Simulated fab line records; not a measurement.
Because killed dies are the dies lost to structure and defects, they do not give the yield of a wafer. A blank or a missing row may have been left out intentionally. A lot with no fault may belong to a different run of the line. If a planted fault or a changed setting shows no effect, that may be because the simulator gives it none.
What tool caused it?    flow gf180mcu    39 wafers sampled from 13 lots at 1 step of a route of 602

== WHAT THE GAUGES READ, wafer by wafer ==
GF_STI_BOW_MEAS_00.
lot   measured     on             INCOMING_BOW (um)
L810  day 1 15:01  film metro-01  4 9 -6
L812  day 2 01:00  film metro-02  1 -7 6
L814  day 2 11:00  film metro-02  13 7 -12
L815  day 2 16:00  film metro-01  6 -10 8
L817  day 3 02:04  film metro-04  5 -4 -8
L820  day 3 17:01  film metro-04  0 -6 -1
L822  day 4 03:00  film metro-01  1 4 2
L826  day 4 23:00  film metro-01  -5 4 -5
L827  day 5 04:01  film metro-01  -5 -2 8
L828  day 5 09:01  film metro-04  3 -4 -1
L829  day 5 14:01  film metro-01  -1 -1 -3
L830  day 5 19:00  film metro-01  4 13 -11
L831  day 6 00:00  film metro-01  -3 6 -8

== WHICH TOOL RAN EACH LOT (tool, then ch and the chambers of the sampled wafers, then the start) ==
Before these readings, the record contains no process step.

== WHAT THE TOOLS THEMSELVES READ (means of the sampled wafers that have a number; where no wafer has one, the mark that the record gives instead) ==
The record holds no such reading with a usual standard deviation.

== THE ANSWER, worked out from the rows above alone ==
Rule: what is usual is taken from the lots themselves. The widest of any qualifying gaps counts: lots, ordered by their means at a reading, are off when they make up no more than a third of the lots, leave a main group of 4 or more, and stand apart from it by 3 or more times the standard deviation of that group's means. Not used: any main group whose means are identical at the precision the tables above print for the reading. Also off: a lot with no number at a reading for which 4 or more lots have one. All remaining lots with rows at the step are treated as sound. After the gauges, taken in route order, come the tools' own readings; for these a lot's mean is taken, as printed above. At the first step where some lot is off, the reading lying furthest off is the one used; lots without a number count as furthest.
Across all readings shown, no lot is off: no conclusion can be drawn from this.

== WHAT WAS PUT IN BY THE SIMULATOR ==
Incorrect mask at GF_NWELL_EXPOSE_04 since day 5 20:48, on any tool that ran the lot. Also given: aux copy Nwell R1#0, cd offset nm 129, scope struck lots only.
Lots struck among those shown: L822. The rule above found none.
